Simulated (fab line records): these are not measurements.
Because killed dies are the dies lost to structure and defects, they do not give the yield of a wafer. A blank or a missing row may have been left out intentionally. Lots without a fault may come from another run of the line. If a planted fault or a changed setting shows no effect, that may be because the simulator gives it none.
Chamber matching / flow sky130 / SKY_PAD_OPEN_ETCH_07 on rie_diel-02: 4 sister chambers
The step etches the open film in CF4/O2, stops on AlCu, target depth 725 nm, time 161.1 s. 4 wafers are shown with their chamber, then 9 later ones without.

WAFERS PAIRED WITH THEIR CHAMBERS
wafer=L079.5; chamber=0; oes_product_au (a.u.)=0.982
wafer=L082.2; chamber=2; oes_product_au (a.u.)=0.964
wafer=L086.2; chamber=3; oes_product_au (a.u.)=0.966
wafer=L086.5; chamber=1; oes_product_au (a.u.)=0.969

WAFERS WITHOUT THEIR CHAMBER
wafer=L088.1; oes_product_au (a.u.)=0.977
wafer=L088.2; oes_product_au (a.u.)=0.974
wafer=L088.6; oes_product_au (a.u.)=0.960
wafer=L091.3; oes_product_au (a.u.)=0.980
wafer=L091.4; oes_product_au (a.u.)=0.984
wafer=L091.6; oes_product_au (a.u.)=0.987
wafer=L094.2; oes_product_au (a.u.)=0.977
wafer=L094.3; oes_product_au (a.u.)=0.983
wafer=L094.4; oes_product_au (a.u.)=0.985

THE CHAMBER EACH PASSED THROUGH
wafer=L088.1; from the rows above=can't be placed: 0 or 1 or 3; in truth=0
wafer=L088.2; from the rows above=can't be placed: 1 or 0 or 3 or 2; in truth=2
wafer=L088.6; from the rows above=can't be placed: 2 or 3 or 1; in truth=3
wafer=L091.3; from the rows above=0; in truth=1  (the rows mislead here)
wafer=L091.4; from the rows above=0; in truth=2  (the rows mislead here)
wafer=L091.6; from the rows above=0; in truth=0
wafer=L094.2; from the rows above=can't be placed: 0 or 1 or 3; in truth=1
wafer=L094.3; from the rows above=0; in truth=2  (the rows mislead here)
wafer=L094.4; from the rows above=0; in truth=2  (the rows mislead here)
Placed correctly: 1 of 9. Unplaceable from these rows: 4, with the true chamber sitting among the candidates in 4. Number placed wrongly: 4.
How it was worked out, from the rows above alone: a wafer's distance from a chamber is the root of the sum, over the readings, of the square of ((its reading less the chamber's mean) divided by the reading's scatter). If the next closest chamber is less than 2 further off than the closest, the wafer can't be placed; otherwise it belongs to the closest. The mean given for a chamber averages the wafers shown for that chamber. The scatter: with one shown wafer a chamber, the root of the mean of the squares of how far each hidden wafer lies from its nearest shown one.
